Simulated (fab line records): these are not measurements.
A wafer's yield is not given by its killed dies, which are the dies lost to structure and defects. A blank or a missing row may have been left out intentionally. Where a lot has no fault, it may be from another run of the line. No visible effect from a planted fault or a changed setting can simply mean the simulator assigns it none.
Which tool did it?	flow sfq_line	15 lots, 45 wafers sampled, at 3 steps of a route of 325

== WHAT THE GAUGES READ, wafer by wafer ==
The record lacks any reading of a measuring or inspecting step that a usual standard deviation could be used to judge.

== WHICH TOOL RAN EACH LOT (tool, then ch and the chambers of the sampled wafers, then the start) ==
lot	SFQ_TRILAYER_M6_BARC_OPEN_METAL_ETCH_206	SFQ_TRILAYER_M6_ETCH_METAL_ETCH_162	SFQ_TRILAYER_I6_VIA_LITHO_EXPOSE_170
L484	rie_metal-03 ch 0,1, day 65 19:37	rie_metal-03 ch 0,1, day 65 19:41	krf_scanner-02 ch 0, day 66 20:46
L485	rie_metal-03 ch 0, day 65 22:01	rie_metal-03 ch 0, day 65 22:05	krf_scanner-02 ch 0, day 67 02:34
L488	rie_metal-01 ch 0,1, day 69 04:19	rie_metal-01 ch 0,1, day 69 04:22	krf_scanner-02 ch 0, day 69 12:28
L489	rie_metal-02 ch 0,1, day 69 05:32	rie_metal-02 ch 0,1, day 69 05:37	krf_scanner-02, day 69 14:08
L490	rie_metal-02 ch 0,1, day 69 10:28	rie_metal-02 ch 0,1, day 69 10:32	krf_scanner-02, day 69 20:39
L491	rie_metal-03 ch 0,1, day 73 05:07	rie_metal-03 ch 0,1, day 73 05:10	krf_scanner-02, day 73 11:25
L498	rie_metal-01 ch 1, day 76 16:50	rie_metal-01 ch 1, day 76 16:54	krf_scanner-01 ch 0, day 77 04:30
L499	rie_metal-03 ch 0,1, day 76 20:26	rie_metal-03 ch 0,1, day 76 20:30	krf_scanner-01 ch 0, day 77 05:42
L500	rie_metal-03 ch 0,1, day 76 22:50	rie_metal-03 ch 0,1, day 76 22:54	krf_scanner-01 ch 0, day 77 10:30
L501	rie_metal-03 ch 0, day 77 04:50	rie_metal-03 ch 0, day 77 04:54	krf_scanner-01 ch 0, day 77 15:18
L503	rie_metal-01 ch 0,1, day 77 15:40	rie_metal-01 ch 0,1, day 77 15:44	krf_scanner-01 ch 0, day 78 03:15
L504	rie_metal-01 ch 1, day 77 18:02	rie_metal-01 ch 1, day 77 18:06	krf_scanner-01 ch 0, day 78 07:39
L505	rie_metal-01 ch 0, day 77 20:26	rie_metal-01 ch 0, day 77 20:30	krf_scanner-01 ch 0, day 82 12:26
L506	rie_metal-03 ch 0,1, day 77 23:37	rie_metal-03 ch 0,1, day 77 23:41	krf_scanner-01 ch 0, day 82 15:14
L507	rie_metal-03 ch 0,1, day 78 01:59	rie_metal-03 ch 0,1, day 78 02:03	krf_scanner-01 ch 0, day 82 19:38
- SFQ_TRILAYER_M6_BARC_OPEN_METAL_ETCH_206: etches BARC in O2, target depth 125 nm, time 41.7 s.
- SFQ_TRILAYER_M6_ETCH_METAL_ETCH_162: etches Nb in Cl2/Ar, stops on SiO2, target depth 240 nm, time 120 s.
- SFQ_TRILAYER_I6_VIA_LITHO_EXPOSE_170: exposes mask I6, target cd 700 nm.

== WHAT THE TOOLS THEMSELVES READ (means of the sampled wafers that have a number; where no wafer has one, the mark that the record gives instead) ==
SFQ_TRILAYER_M6_BARC_OPEN_METAL_ETCH_206. Usual: bias_w 79.94 W, standard deviation 0.23; chamber_pressure_mTorr 9.998 mTorr, standard deviation 0.012; drypump_motor_current_A 5.6 A, standard deviation 0.49; oes_product_au 0.685 a.u., standard deviation 0.0042.
lot	tool	bias_w (W)	chamber_pressure_mTorr (mTorr)	drypump_motor_current_A (A)	oes_product_au (a.u.)	flag
L484	rie_metal-03	80.02	10.002	6.0	0.689	
L485	rie_metal-03	80.01	10.001	5.1	0.684	
L488	rie_metal-01	80.13	10.006	5.4	0.684	
L489	rie_metal-02	-	-	-	-	OFF
L490	rie_metal-02	-	-	-	-	OFF
L491	rie_metal-03	-	-	-	-	OFF
L498	rie_metal-01	79.93	10.006	5.4	0.684	
L499	rie_metal-03	79.94	9.993	5.5	0.689	
L500	rie_metal-03	79.83	9.997	5.5	0.681	
L501	rie_metal-03	80.09	9.991	5.1	0.684	
L503	rie_metal-01	80.04	9.995	5.3	0.682	
L504	rie_metal-01	79.79	10.006	5.4	0.687	
L505	rie_metal-01	80.05	9.997	5.3	0.685	
L506	rie_metal-03	79.79	10.005	6.0	0.684	
L507	rie_metal-03	80.22	10.002	5.5	0.683	

SFQ_TRILAYER_M6_ETCH_METAL_ETCH_162. Usual: bias_w 80.02 W, standard deviation 0.24; chamber_pressure_mTorr 10.001 mTorr, standard deviation 0.0089; drypump_motor_current_A 5.6 A, standard deviation 0.49; oes_product_au 0.894 a.u., standard deviation 0.0064.
lot	tool	bias_w (W)	chamber_pressure_mTorr (mTorr)	drypump_motor_current_A (A)	oes_product_au (a.u.)	flag
L484	rie_metal-03	79.91	9.987	6.0	0.897	
L485	rie_metal-03	80.00	10.004	5.1	0.901	
L488	rie_metal-01	79.77	10.000	5.4	0.894	
L489	rie_metal-02	80.12	10.012	5.6	0.375	OFF
L490	rie_metal-02	80.04	9.999	5.6	0.376	OFF
L491	rie_metal-03	80.25	9.997	5.5	0.375	OFF
L498	rie_metal-01	80.30	10.007	5.4	0.896	
L499	rie_metal-03	80.00	10.000	5.5	0.893	
L500	rie_metal-03	79.87	9.994	5.5	0.892	
L501	rie_metal-03	80.31	9.997	5.1	0.893	
L503	rie_metal-01	80.22	10.010	5.3	0.887	
L504	rie_metal-01	79.92	10.008	5.4	0.890	
L505	rie_metal-01	79.93	9.997	5.4	0.895	
L506	rie_metal-03	80.20	9.999	6.0	0.886	
L507	rie_metal-03	80.09	9.995	5.5	0.896	

SFQ_TRILAYER_I6_VIA_LITHO_EXPOSE_170. Usual: exposure_dose_mJ_cm2 21.303, standard deviation 0.023; focus_offset_nm 0.0 nm, standard deviation 0.52.
lot	tool	exposure_dose_mJ_cm2	focus_offset_nm (nm)	flag
L484	krf_scanner-02	21.343	-0.3	
L485	krf_scanner-02	21.285	0.2	
L488	krf_scanner-02	21.301	0.0	
L489	krf_scanner-02	-	-	OFF
L490	krf_scanner-02	-	-	OFF
L491	krf_scanner-02	-	-	OFF
L498	krf_scanner-01	21.298	0.0	
L499	krf_scanner-01	21.307	-0.3	
L500	krf_scanner-01	21.294	0.6	
L501	krf_scanner-01	21.308	-0.7	
L503	krf_scanner-01	21.305	-0.5	
L504	krf_scanner-01	21.306	0.3	
L505	krf_scanner-01	21.282	0.4	
L506	krf_scanner-01	21.315	-0.3	
L507	krf_scanner-01	21.306	0.3	

== THE ANSWER, worked out from the rows above alone ==
Rule: a lot is off if the mean of its wafers that have a number lies more than 3 standard deviations from the usual mean. A lot without any number at a reading at which 4 lots or more have one is off too. All remaining lots with rows at the step are treated as sound. After the gauges, taken in route order, come the tools' own readings; for these a lot's mean is taken, as printed above. The first step at which some lot is off is used, and at that step the reading that is off furthest; a lot without a number counts as furthest.
Off: L489, L490, L491 (SFQ_TRILAYER_M6_BARC_OPEN_METAL_ETCH_206, bias_w). Without a number there: L489, L490, L491.
If a tool, at that step or one of the process steps before it, ran each lot that is off and ran no sound lot following the first of them, it fits. None of those tried fits.

== WHAT THE SIMULATOR HAD PUT IN ==
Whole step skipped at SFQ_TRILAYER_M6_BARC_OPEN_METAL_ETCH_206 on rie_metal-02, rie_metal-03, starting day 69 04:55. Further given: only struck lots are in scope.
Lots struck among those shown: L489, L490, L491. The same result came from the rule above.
